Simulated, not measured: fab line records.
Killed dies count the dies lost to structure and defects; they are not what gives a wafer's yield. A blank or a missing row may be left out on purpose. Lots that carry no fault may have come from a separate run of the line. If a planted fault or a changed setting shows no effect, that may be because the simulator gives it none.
Comparing a struck lot with a sound one ; flow sky130 ; 14 out of 708 route steps
Sound: these wafers, L429.3, L429.5, L429.6. Wafers struck: L441.3, L441.4, L441.6. The cause is given at the end.
Each step with rows lists, per side, the tool, then ch with its chambers, then its first start. Under that, the readings that differ: sound wafers ; struck wafers ; difference of the means ; sigmas: that difference in standard deviations of wafers without a fault.
alike: readings whose means differ by less than 2 such deviations, and words and numbers that are the same on both sides. not compared: withheld readings, readings that some wafer has no value for, bounds like >300 that may hide the same value, and numbers for which the record gives no deviation and whose values overlap.
Wherever a step has rows on one side only, a row that says differs or no value, or a row with sigmas, the two part there. Non-overlapping numbers with no deviation appear without sigmas and do not part them. A reading missing from all wafers of one side parts the sides only when that side holds two or more wafers.

first, 6 steps without rows for these wafers: SKY_DNWELL_COAT_02 (resist thk 3000 nm); SKY_DNWELL_SOFTBAKE_03; SKY_DNWELL_EXPOSE_04 (exposes mask DNM, target cd 3000 nm); SKY_DNWELL_PEB_05; SKY_DNWELL_DEVELOP_06 (develop time 60 s); SKY_DNWELL_IMPLANT_07.
SKY_DNWELL_STRIP_08: strips in O2/N2.
  sound on plasma_asher-04 ch 0,1, day 3 21:26; struck on plasma_asher-02 ch 0,1, day 6 14:56
  alike: chamber_pressure_mTorr, drypump_motor_current_A, oes_product_au, strip_time_to_endpoint_s
  not compared: rf_hours_counter_h
SKY_DNWELL_TW_MEAS_09:
  sound on film_metro-04 at day 3 21:32; struck on film_metro-01 at day 6 15:02
  alike: DNWELL_TW
then, 4 steps without rows for these wafers: SKY_PWDE_DEHYDRATE_00 (time 60 s); SKY_PWDE_HMDS_01 (prime time 60 s); SKY_PWDE_COAT_02 (resist thk 3000 nm); SKY_PWDE_SOFTBAKE_03.
SKY_PWDE_EXPOSE_04: exposes mask PWDEM, target cd 840 nm.
  struck on iline_stepper-02, day 7 01:04; sound on iline_stepper-01 ch 0, day 4 06:25
  no value came back on the struck wafers for exposure_dose_mJ_cm2, focus_offset_nm (nm), reticle_temp_C (C); on the sound wafers exposure_dose_mJ_cm2 reads 213.88 214.08 214.02
  alike: mask
next, for these wafers, 1 step has no rows: SKY_PWDE_PEB_05.

## WHERE THEY PART
At SKY_PWDE_EXPOSE_04 and nowhere else, as far as this record goes.

WHY: the cause the simulator had injected
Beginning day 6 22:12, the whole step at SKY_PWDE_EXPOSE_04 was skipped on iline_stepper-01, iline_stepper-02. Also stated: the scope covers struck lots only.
